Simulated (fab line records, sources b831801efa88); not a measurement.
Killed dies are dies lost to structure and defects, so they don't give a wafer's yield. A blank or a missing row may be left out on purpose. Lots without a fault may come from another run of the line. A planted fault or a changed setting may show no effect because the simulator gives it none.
Chamber matching | flow sky130 | SKY_PAD_OPEN_ETCH_07 on rie_diel-02: 4 sister chambers
The step etches the open film in CF4/O2, stops on AlCu, target depth 725 nm, time 161.1 s. 8 wafers are shown with their chamber, then 7 later ones without.

WAFERS WITH THEIR CHAMBER
wafer  | chamber | drypump_motor_current_A (A) | O2_flow_sccm (sccm)
L075.5 | 0       | 6.0                         | 10.000
L079.3 | 3       | 5.5                         | 10.006
L079.5 | 3       | 5.5                         | 9.984
L084.1 | 0       | 5.9                         | 10.013
L084.2 | 2       | 5.1                         | 10.050
L084.5 | 1       | 5.4                         | 10.012
L090.1 | 1       | 5.4                         | 9.998
L090.5 | 2       | 5.1                         | 10.024

WAFERS WITHOUT THEIR CHAMBER
wafer  | drypump_motor_current_A (A) | O2_flow_sccm (sccm)
L090.6 | 5.4                         | 9.979
L091.1 | 5.9                         | 9.995
L091.5 | 5.4                         | 10.003
L091.6 | 5.1                         | 9.985
L093.3 | 5.4                         | 9.957
L093.4 | 5.9                         | 10.016
L093.6 | 5.4                         | 9.979

WHICH CHAMBER EACH WENT THROUGH
wafer  | from the rows above     | in truth
L090.6 | can't be placed: 1 or 3 | 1
L091.1 | 0                       | 0
L091.5 | 1                       | 1
L091.6 | 2                       | 2
L093.3 | can't be placed: 1 or 3 | 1
L093.4 | 0                       | 0
L093.6 | can't be placed: 1 or 3 | 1
Placed correctly: 4 of 7. Can't be placed from these rows: 3 (the true chamber is among the candidates in 3). Placed wrongly: 0.
How it was worked out, from the rows above alone: a wafer's distance from a chamber is the root of the sum, over the readings, of the square of ((its reading less the chamber's mean) divided by the reading's scatter). The wafer belongs to the nearest chamber; if the next one is less than 2 further off, it can't be placed. A chamber's mean is the mean of its shown wafers. The scatter: the root of (the sum of the squares of (reading less its chamber's mean) over the shown wafers, divided by (wafers less chambers)).
